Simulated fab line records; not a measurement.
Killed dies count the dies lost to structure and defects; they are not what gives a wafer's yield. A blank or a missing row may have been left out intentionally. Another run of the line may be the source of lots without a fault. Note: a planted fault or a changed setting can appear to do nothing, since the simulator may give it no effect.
Split-lot experiment :: flow sky130 :: 23 wafers read across 5 lots, on a route 708 steps long

## ON THE SPLIT
At SKY_VT_ADJUST_HVTR_EXPOSE_04 (exposes mask HVTRM, target cd 380 nm), the setting dose_mj was moved away from the recipe's 150 on 8 of the 23 wafers read, by -7.4% to -4.1%. This setting was run at the recipe's value on the other wafers.

## FROM THE SPLIT TO THE READING: what the file shows between them, 2 steps
- SKY_VT_ADJUST_HVTR_PEB_05
- SKY_VT_ADJUST_HVTR_DEVELOP_06: develop time 60 s

## THE READING
At SKY_VT_ADJUST_HVTR_CD_MEAS_07: cd_nm in nanometres, against a target cd of 380 nm. On this fab line, fault-free wafers typically give 380.5 nm with a standard deviation of 2.7 nm.

wafer: L074.2
tool, chamber at the split: iline_stepper-01, 0
dose_mj as run: 150
against the recipe: recipe
cd_nm, nm: 381.1
against lot-mates on the recipe: -

wafer: L074.4
tool, chamber at the split: iline_stepper-01, 0
dose_mj as run: 150
against the recipe: recipe
cd_nm, nm: 381.3
against lot-mates on the recipe: -

wafer: L074.5
tool, chamber at the split: iline_stepper-01, 0
dose_mj as run: 150
against the recipe: recipe
cd_nm, nm: 378.2
against lot-mates on the recipe: -

wafer: L076.1
tool, chamber at the split: iline_stepper-02, 0
dose_mj as run: 138.9
against the recipe: -7.4%
cd_nm, nm: 361.4
against lot-mates on the recipe: -22.9

wafer: L076.2
tool, chamber at the split: iline_stepper-02, 0
dose_mj as run: 150
against the recipe: recipe
cd_nm, nm: 383.7
against lot-mates on the recipe: -

wafer: L076.4
tool, chamber at the split: iline_stepper-02, 0
dose_mj as run: 138.9
against the recipe: -7.4%
cd_nm, nm: 360.8
against lot-mates on the recipe: -23.5

wafer: L076.5
tool, chamber at the split: iline_stepper-02, 0
dose_mj as run: 150
against the recipe: recipe
cd_nm, nm: 384.9
against lot-mates on the recipe: -

wafer: L076.6
tool, chamber at the split: iline_stepper-02, 0
dose_mj as run: 138.9
against the recipe: -7.4%
cd_nm, nm: 364.4
against lot-mates on the recipe: -19.9

wafer: L081.1
tool, chamber at the split: iline_stepper-01, 0
dose_mj as run: 150
against the recipe: recipe
cd_nm, nm: 376.6
against lot-mates on the recipe: -

wafer: L081.2
tool, chamber at the split: iline_stepper-01, 0
dose_mj as run: 150
against the recipe: recipe
cd_nm, nm: 377.0
against lot-mates on the recipe: -

wafer: L081.3
tool, chamber at the split: iline_stepper-01, 0
dose_mj as run: 150
against the recipe: recipe
cd_nm, nm: 379.2
against lot-mates on the recipe: -

wafer: L081.5
tool, chamber at the split: iline_stepper-01, 0
dose_mj as run: 150
against the recipe: recipe
cd_nm, nm: 379.2
against lot-mates on the recipe: -

wafer: L081.6
tool, chamber at the split: iline_stepper-01, 0
dose_mj as run: 150
against the recipe: recipe
cd_nm, nm: 379.3
against lot-mates on the recipe: -

wafer: L083.1
tool, chamber at the split: iline_stepper-02, 0
dose_mj as run: 143.8
against the recipe: -4.1%
cd_nm, nm: 372.5
against lot-mates on the recipe: -7.9

wafer: L083.2
tool, chamber at the split: iline_stepper-02, 0
dose_mj as run: 143.8
against the recipe: -4.1%
cd_nm, nm: 369.4
against lot-mates on the recipe: -11.0

wafer: L083.3
tool, chamber at the split: iline_stepper-02, 0
dose_mj as run: 143.8
against the recipe: -4.1%
cd_nm, nm: 368.7
against lot-mates on the recipe: -11.7

wafer: L083.4
tool, chamber at the split: iline_stepper-02, 0
dose_mj as run: 150
against the recipe: recipe
cd_nm, nm: 379.8
against lot-mates on the recipe: -

wafer: L083.6
tool, chamber at the split: iline_stepper-02, 0
dose_mj as run: 150
against the recipe: recipe
cd_nm, nm: 381.0
against lot-mates on the recipe: -

wafer: L085.1
tool, chamber at the split: iline_stepper-01, 0
dose_mj as run: 150
against the recipe: recipe
cd_nm, nm: 380.5
against lot-mates on the recipe: -

wafer: L085.2
tool, chamber at the split: iline_stepper-01, 0
dose_mj as run: 143.1
against the recipe: -4.6%
cd_nm, nm: 366.7
against lot-mates on the recipe: -13.6

wafer: L085.4
tool, chamber at the split: iline_stepper-01, 0
dose_mj as run: 150
against the recipe: recipe
cd_nm, nm: 381.8
against lot-mates on the recipe: -

wafer: L085.5
tool, chamber at the split: iline_stepper-01, 0
dose_mj as run: 150
against the recipe: recipe
cd_nm, nm: 378.7
against lot-mates on the recipe: -

wafer: L085.6
tool, chamber at the split: iline_stepper-01, 0
dose_mj as run: 143.1
against the recipe: -4.6%
cd_nm, nm: 367.9
against lot-mates on the recipe: -12.4

FIT RESULTS
A straight line over all 23 wafers: cd_nm changes by +2.48 nm for each +1% of dose_mj; r = +0.96; the points scatter about the line by 2.1 nm.
The same after taking each lot's own level away (the mean of its wafers on the recipe; 23 wafers): +2.88 nm for each +1%; r = +0.98; scatter 1.5 nm.
Per that fit: largest dose_mj move, reading shift of 21 nm.
The lots' own levels span 378.26 to 384.30 nm, that is 2.2 times the standard deviation above.
In other words, the slope is changed by the lot-to-lot level; the two fits disagree.
Check: with one of the wafers moved furthest among these (-7.4%) left out of the fit, the line predicts -20.7 nm for it against its lot-mates. It came out at -22.9 nm against them.

## ADDITIONAL SPLITS CARRIED BY THESE WAFERS
Other splits were also applied to these wafers ahead of the reading. Each is held against what the fit with the lots' levels taken away leaves over:
other split on the same wafers: SKY_FIELD_ISO_OXIDATION_01 temp_c
wafers away from the commonest value: 15
r with cd_nm (lot level and that fit taken away): +0.11

other split on the same wafers: SKY_DNWELL_SOFTBAKE_03 temp_c
wafers away from the commonest value: 6
r with cd_nm (lot level and that fit taken away): +0.10

other split on the same wafers: SKY_PWDE_COAT_02 resist_thk_nm
wafers away from the commonest value: 9
r with cd_nm (lot level and that fit taken away): +0.03

other split on the same wafers: SKY_PWDE_IMPLANT_08 energy_kev
wafers away from the commonest value: 10
r with cd_nm (lot level and that fit taken away): -0.09

other split on the same wafers: SKY_NWELL_IMPLANT_24 energy_kev
wafers away from the commonest value: 9
r with cd_nm (lot level and that fit taken away): -0.05

other split on the same wafers: SKY_VT_ADJUST_HVTP_COAT_02 resist_thk_nm
wafers away from the commonest value: 6
r with cd_nm (lot level and that fit taken away): +0.32

other split on the same wafers: SKY_VT_ADJUST_HVTP_DEVELOP_06 dev_temp_c
wafers away from the commonest value: 5
r with cd_nm (lot level and that fit taken away): +0.21

other split on the same wafers: SKY_VT_ADJUST_LVTN_SOFTBAKE_03 temp_c
wafers away from the commonest value: 10
r with cd_nm (lot level and that fit taken away): -0.37

other split on the same wafers: SKY_VT_ADJUST_LVTN_IMPLANT_08 energy_kev
wafers away from the commonest value: 9
r with cd_nm (lot level and that fit taken away): +0.11

other split on the same wafers: SKY_VT_ADJUST_NCORE_EXPOSE_04 dose_mj
wafers away from the commonest value: 6
r with cd_nm (lot level and that fit taken away): +0.50

## THE FILE'S OWN FIT
cd_nm changes by +2.86 nm for each +1% of dose_mj, r = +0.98.
